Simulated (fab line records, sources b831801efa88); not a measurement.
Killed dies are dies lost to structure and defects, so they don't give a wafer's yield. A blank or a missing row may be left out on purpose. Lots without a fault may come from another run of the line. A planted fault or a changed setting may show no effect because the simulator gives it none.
A struck lot beside a sound one | flow sky130 | 15 steps out of a route of 708
Sound: wafers L977.3, L977.4, L977.6. Struck: wafers L983.2, L983.5. (L983.4 of the same lot was not struck and is left out.) The cause comes at the end.
At each step with rows: each side's tool, then ch and its chambers, then its first start. Under that, the readings that differ: sound wafers | struck wafers | difference of the means | sigmas: that difference in standard deviations of wafers without a fault.
alike: readings whose means differ by less than 2 such deviations, and words and numbers that are the same on both sides. not compared: withheld readings, readings that some wafer has no value for, bounds like >300 that may hide the same value, and numbers for which the record gives no deviation and whose values overlap.
The two part at a step that has a row with sigmas, a row that says differs or no value, or rows on one side only. Numbers that don't overlap but have no deviation are shown without sigmas and don't part them. A reading that every wafer of one side lacks parts them only if that side has two wafers or more.

first, 6 steps without rows for these wafers: SKY_VIA4_HMDS_05 (prime time 60 s); SKY_VIA4_COAT_06 (resist thk 1140 nm); SKY_VIA4_SOFTBAKE_07 (time 60 s); SKY_VIA4_EXPOSE_08 (exposes mask VIM4, target cd 800 nm); SKY_VIA4_PEB_09; SKY_VIA4_DEVELOP_10 (develop time 60 s).
SKY_VIA4_OVL_MEAS_11:
  sound on overlay-02, day 43 18:14; struck on overlay-01, day 45 16:32
  alike: VIA4_OVL
SKY_VIA4_ETCH_12: etches SiO2 in C4F8/O2/Ar, stops on TiN, target depth 580 nm.
  sound on rie_diel-04 ch 0,3, day 43 18:16; struck on rie_diel-03 ch 2, day 45 16:34
  alike: oes_product_au, rf_fwd_power_W
SKY_VIA4_STRIP_13: strips in O2/N2.
  sound on plasma_asher-03 ch 0,1, day 43 18:22; struck on plasma_asher-02 ch 0, day 45 16:38
  alike: drypump_motor_current_A, oes_product_au, strip_time_to_endpoint_s
  not compared: rf_hours_counter_h
then, 3 steps without rows for these wafers: SKY_VIA4_STRIP_14 (strips in post etch residue remover, time 1200 s); SKY_VIA4_CLEAN_15 (cleans in IPA, time 180 s); SKY_VIA4_CLEAN_16 (cleans in O3/DIW).
SKY_VIA4_SPUTTER_17: material TiN, target thk 20 nm, time 80 s.
  sound on pvd_sputter-04, day 43 18:58; struck on pvd_sputter-04, day 45 17:16
  reading                                  | sound            | struck     | difference | sigmas
  model.TiN_of_VIA4_SPUTTER_17.thk_nm (nm) | 20.4 19.91 19.79 | 23.5 23.74 | +3.6       |
  alike: throttle_valve_pct
SKY_VIA4_CVD_18: deposits W, target thk 505 nm, time 152.14 s.
  sound on cvd_w-02 ch 0,1, day 43 19:05; struck on cvd_w-01 ch 0, day 45 17:19
  alike: heater_power_w
-- the record jumps here: 3 days lie between the struck wafers' starts before and after (it left off in module VIA4 and takes up again in module PAD_OPEN, whose first step shown is number 708 of the route) --
SKY_PAD_OPEN_PROBE_99:
  the record has rows for the struck wafers here (prober-01, day 48 08:35) and none for the sound ones

WHERE THEY PART
Only at SKY_PAD_OPEN_PROBE_99, within this record.

WHY: what the simulator had put in
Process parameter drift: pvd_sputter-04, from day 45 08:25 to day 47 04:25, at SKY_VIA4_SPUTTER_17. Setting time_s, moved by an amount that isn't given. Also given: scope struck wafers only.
